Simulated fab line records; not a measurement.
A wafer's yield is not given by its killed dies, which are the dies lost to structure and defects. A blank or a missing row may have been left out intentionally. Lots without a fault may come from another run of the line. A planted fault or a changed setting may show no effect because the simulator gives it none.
A sampling plan put to the test	flow sky130	one line in one fab, 19 faults in these records, each fault weighed on the records of the lots it struck
What counts as the plan is the set of the line's own looks, namely the steps on the route at which a gauge or an inspection reads a wafer and does not change it. A look can be judged if struck wafers have a number there and the file gives its usual mean and standard deviation on fault-free wafers. Caught: 4 or more of those standard deviations (sigma) separate the usual mean from the mean of the struck wafers at a look after the fault's first step. On the tool: here the same test is run on the tool's own readings at the fault's steps. It also counts as caught if the struck wafers ran another recipe or if their record alone is blank.

== THE FAULTS, as the simulator had put them in ==
1. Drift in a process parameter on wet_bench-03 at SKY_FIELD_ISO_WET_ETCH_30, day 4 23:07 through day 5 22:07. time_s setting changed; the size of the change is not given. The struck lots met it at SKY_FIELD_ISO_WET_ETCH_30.
2. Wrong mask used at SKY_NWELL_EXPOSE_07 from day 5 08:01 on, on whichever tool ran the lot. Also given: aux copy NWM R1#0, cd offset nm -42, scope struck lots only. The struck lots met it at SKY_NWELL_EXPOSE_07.
3. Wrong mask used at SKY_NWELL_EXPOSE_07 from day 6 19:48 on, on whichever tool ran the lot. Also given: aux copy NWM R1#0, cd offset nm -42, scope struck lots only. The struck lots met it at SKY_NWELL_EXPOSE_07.
4. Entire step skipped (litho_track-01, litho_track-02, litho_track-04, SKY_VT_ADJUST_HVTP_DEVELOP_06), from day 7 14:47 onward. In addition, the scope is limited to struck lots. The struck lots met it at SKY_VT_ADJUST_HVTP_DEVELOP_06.
5. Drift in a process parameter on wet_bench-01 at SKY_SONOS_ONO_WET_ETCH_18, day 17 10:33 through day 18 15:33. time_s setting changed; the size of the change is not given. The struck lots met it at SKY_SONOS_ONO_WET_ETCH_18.
6. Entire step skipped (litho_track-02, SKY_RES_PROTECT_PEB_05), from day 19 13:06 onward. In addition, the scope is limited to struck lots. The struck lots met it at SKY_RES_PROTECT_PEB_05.
7. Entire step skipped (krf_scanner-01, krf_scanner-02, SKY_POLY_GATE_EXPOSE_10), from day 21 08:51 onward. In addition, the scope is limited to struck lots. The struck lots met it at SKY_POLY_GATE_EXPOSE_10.
8. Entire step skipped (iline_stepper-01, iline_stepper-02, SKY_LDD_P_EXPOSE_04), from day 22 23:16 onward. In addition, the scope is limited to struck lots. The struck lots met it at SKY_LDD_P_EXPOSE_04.
9. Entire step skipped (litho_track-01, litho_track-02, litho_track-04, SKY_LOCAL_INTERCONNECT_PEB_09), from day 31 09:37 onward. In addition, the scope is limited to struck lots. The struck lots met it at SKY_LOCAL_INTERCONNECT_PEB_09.
10. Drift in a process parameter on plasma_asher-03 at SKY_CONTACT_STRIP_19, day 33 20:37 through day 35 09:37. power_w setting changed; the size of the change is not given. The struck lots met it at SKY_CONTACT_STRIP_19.
11. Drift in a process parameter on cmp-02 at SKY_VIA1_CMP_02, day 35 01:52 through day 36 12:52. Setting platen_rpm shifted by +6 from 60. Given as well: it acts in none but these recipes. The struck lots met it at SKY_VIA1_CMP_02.
12. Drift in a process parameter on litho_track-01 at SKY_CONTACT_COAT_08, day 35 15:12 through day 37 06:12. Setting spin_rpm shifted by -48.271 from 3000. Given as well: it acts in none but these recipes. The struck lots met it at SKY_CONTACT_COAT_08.
13. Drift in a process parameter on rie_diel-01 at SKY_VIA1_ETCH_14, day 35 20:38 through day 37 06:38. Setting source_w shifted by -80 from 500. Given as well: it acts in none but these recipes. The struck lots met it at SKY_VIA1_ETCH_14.
14. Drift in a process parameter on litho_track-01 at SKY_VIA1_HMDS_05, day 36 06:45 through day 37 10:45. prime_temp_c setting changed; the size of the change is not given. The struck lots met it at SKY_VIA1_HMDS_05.
15. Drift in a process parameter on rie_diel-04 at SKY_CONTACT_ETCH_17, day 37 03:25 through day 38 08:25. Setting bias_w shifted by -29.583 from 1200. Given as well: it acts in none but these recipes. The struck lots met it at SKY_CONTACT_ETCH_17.
16. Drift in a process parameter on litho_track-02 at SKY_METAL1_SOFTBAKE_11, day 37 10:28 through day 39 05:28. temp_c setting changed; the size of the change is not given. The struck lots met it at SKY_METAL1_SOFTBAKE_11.
17. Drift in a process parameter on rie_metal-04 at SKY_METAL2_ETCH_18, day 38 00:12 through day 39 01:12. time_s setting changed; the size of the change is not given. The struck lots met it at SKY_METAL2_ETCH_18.
18. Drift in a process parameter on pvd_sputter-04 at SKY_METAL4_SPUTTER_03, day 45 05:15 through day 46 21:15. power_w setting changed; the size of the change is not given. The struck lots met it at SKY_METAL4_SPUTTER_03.
19. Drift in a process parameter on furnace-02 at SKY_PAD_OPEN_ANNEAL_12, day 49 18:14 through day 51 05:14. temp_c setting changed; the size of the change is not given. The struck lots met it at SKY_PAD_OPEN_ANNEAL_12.

== WHAT THE PLAN SAW ==
fault	on the tool itself	first look that catches it	reading, sigma	median hours from its first step to that look	hours from the fault's start to the first struck lot there	judged looks passed uncaught
1	run_length_s +12 sigma	not the one look that can be judged after it	-	-	-	1
2	under 2 sigma	not the one look that can be judged after it	-	-	-	1
3	under 2 sigma	none of the 2 looks that can be judged after it	-	-	-	2
4	the tool's record is blank for the struck wafers	no look after it can be judged	-	-	-	0
5	run_length_s +6.1 sigma	not the one look that can be judged after it	-	-	-	1
6	no reading that can be judged	no look after it can be judged	-	-	-	0
7	no reading that can be judged	no look after it can be judged	-	-	-	0
8	no reading that can be judged	no look after it can be judged	-	-	-	0
9	no reading that can be judged	no look after it can be judged	-	-	-	0
10	strip_time_to_endpoint_s -5.2 sigma	not the one look that can be judged after it	-	-	-	1
11	platen_rpm +99 or beyond sigma	no look after it can be judged	-	-	-	0
12	spin_speed_rpm -20 sigma	no look after it can be judged	-	-	-	0
13	rf_fwd_power_W -38 sigma	not the one look that can be judged after it	-	-	-	1
14	prime_temp_c -38 sigma	no look after it can be judged	-	-	-	0
15	bias_w -10 sigma	no look after it can be judged	-	-	-	0
16	plate_temp_C +11 sigma	no look after it can be judged	-	-	-	0
17	run_length_s -30 sigma	no look after it can be judged	-	-	-	0
18	cathode_dc_power_W +99 or beyond sigma	no look after it can be judged	-	-	-	0
19	tube_center_temp_C -99 or beyond sigma	no look after it can be judged	-	-	-	0
A dash: this means the fault isn't caught or the number doesn't appear in these records.

Caught at a look: 0 of 19. Caught on the tool: 13 of 19. By one or the other: 13 of 19.
On the tool alone, faults 1, 4, 5, 10, 11, 12, 13, 14, 15, 16, 17, 18, 19 were caught.
Caught by neither: faults 2, 3, 6, 7, 8, 9.
